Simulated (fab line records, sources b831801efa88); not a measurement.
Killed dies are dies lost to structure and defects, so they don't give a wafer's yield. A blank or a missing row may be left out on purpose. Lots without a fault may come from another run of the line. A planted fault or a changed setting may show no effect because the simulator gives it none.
Which tool did it? | flow sky130 | 12 lots, 36 wafers sampled, at 2 steps of a route of 708

WHAT THE GAUGES READ, wafer by wafer
SKY_METAL4_CD_MEAS_13: target cd 300 nm. Usual: cd_nm 299.9 nm, standard deviation 1.6.
lot  | measured     | on        | cd_nm (nm)        | flag
L396 | day 42 05:08 | cd_sem-01 | 301.3 299.7 301.9 |
L397 | day 42 05:45 | cd_sem-01 | 300.2 301.2 301.4 |
L398 | day 42 08:33 | cd_sem-01 | 299.5 300.1 297.7 |
L399 | day 42 11:55 | cd_sem-01 | 300.1 301.3 300.0 |
L400 | day 42 14:49 | cd_sem-01 | 299.2 299.2 299.9 |
L401 | day 43 07:31 | cd_sem-01 | 299.7 299.7 299.8 |
L403 | day 43 19:48 | cd_sem-01 | 298.8 298.6 297.6 |
L409 | day 45 14:29 | cd_sem-01 | 299.3             |
L411 | day 46 02:34 | cd_sem-02 | 300.4 301.1       |
L412 | day 46 05:32 | cd_sem-01 | 299.5 298.5 299.1 |
L416 | day 46 19:22 | cd_sem-01 | 300.9 300.0 300.2 |
L418 | day 47 10:46 | cd_sem-02 | 298.4 298.5 299.4 |

WHICH TOOL RAN EACH LOT (tool, then ch and the chambers of the sampled wafers, then the start)
lot  | SKY_VIA3_CMP_24
L396 | cmp-02 ch 0,1,3, day 40 03:27
L397 | cmp-01 ch 0,2, day 40 04:48
L398 | cmp-02 ch 0,1,2, day 40 07:50
L399 | cmp-02 ch 1,2,3, day 40 11:23
L400 | cmp-02 ch 1,2, day 40 15:25
L401 | cmp-02 ch 0,2,3, day 41 07:34
L403 | cmp-02 ch 0,1,3, day 41 20:44
L409 | cmp-01 ch 0,1,2, day 43 17:56
L411 | cmp-01 ch 1,2,3, day 44 05:41
L412 | cmp-02 ch 0,1,3, day 44 09:50
L416 | cmp-02 ch 0,1,3, day 45 00:12
L418 | cmp-02 ch 1,2,3, day 45 16:48
- SKY_VIA3_CMP_24: polishes, stops on SiO2, t overpolish 20 s, target thk 0 nm.

WHAT THE TOOLS THEMSELVES READ (means of the sampled wafers that have a number; where no wafer has one, the mark that the record gives instead)
SKY_VIA3_CMP_24. Usual: motor_current_A 10.6 A, standard deviation 1; overpolish_run_s 20.001 s, standard deviation 0.01; slurry_filter_dp_kPa 13.52 kPa, standard deviation 0.13; time_to_endpoint_s 93 s, standard deviation 4.6.
lot  | tool   | motor_current_A (A) | overpolish_run_s (s) | slurry_filter_dp_kPa (kPa) | time_to_endpoint_s (s) | flag
L396 | cmp-02 | 10.1                | 19.998               | 13.51                      | 86                     |
L397 | cmp-01 | 10.5                | 20.000               | 13.66                      | 102                    |
L398 | cmp-02 | 10.6                | 20.007               | 13.45                      | 91                     |
L399 | cmp-02 | 10.5                | 19.992               | 13.56                      | 88                     |
L400 | cmp-02 | 10.9                | 20.006               | 13.65                      | 93                     |
L401 | cmp-02 | 10.2                | 20.006               | 13.49                      | 89                     |
L403 | cmp-02 | 9.9                 | 19.998               | 13.46                      | 90                     |
L409 | cmp-01 | 10.5                | 6.692                | 13.40                      | 134                    | OFF
L411 | cmp-01 | 10.9                | 13.349               | 13.46                      | 111                    | OFF
L412 | cmp-02 | 10.2                | 19.989               | 13.45                      | 94                     |
L416 | cmp-02 | 9.9                 | 20.002               | 13.49                      | 88                     |
L418 | cmp-02 | 10.4                | 19.995               | 13.54                      | 92                     |

THE ANSWER, worked out from the rows above alone
Rule: a lot is off if the mean of its wafers that have a number lies more than 3 standard deviations from the usual mean. A lot without any number at a reading at which 4 lots or more have one is off too. The other lots that the step has rows for count as sound. The gauges are gone through in route order, then the tools' own readings, and for those a lot's mean is taken as printed above. The first step at which some lot is off is used, and at that step the reading that is off furthest; a lot without a number counts as furthest.
Off: L409, L411, at SKY_VIA3_CMP_24 (overpolish_run_s).
A tool fits if, at that step or a process step before it, it ran every lot that is off, and no sound lot after the first of them. One fits: cmp-01 at SKY_VIA3_CMP_24. Its last sound lot is L397 (day 40 04:48), its first lot that is off L409 (day 43 17:56): a fault that began between those two fits.
The tool's own readings at SKY_VIA3_CMP_24 bear it out: on the lots that are off they differ by more than 5 times the standard deviation of the sound lots' means. overpolish_run_s reads 10.021 s there against 19.999 s on the sound lots; time_to_endpoint_s reads 122 s there against 91 s on the sound lots.

WHAT THE SIMULATOR HAD PUT IN
Process parameter drift: cmp-01, from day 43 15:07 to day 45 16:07, at SKY_VIA3_CMP_24. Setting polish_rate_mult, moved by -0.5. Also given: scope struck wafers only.
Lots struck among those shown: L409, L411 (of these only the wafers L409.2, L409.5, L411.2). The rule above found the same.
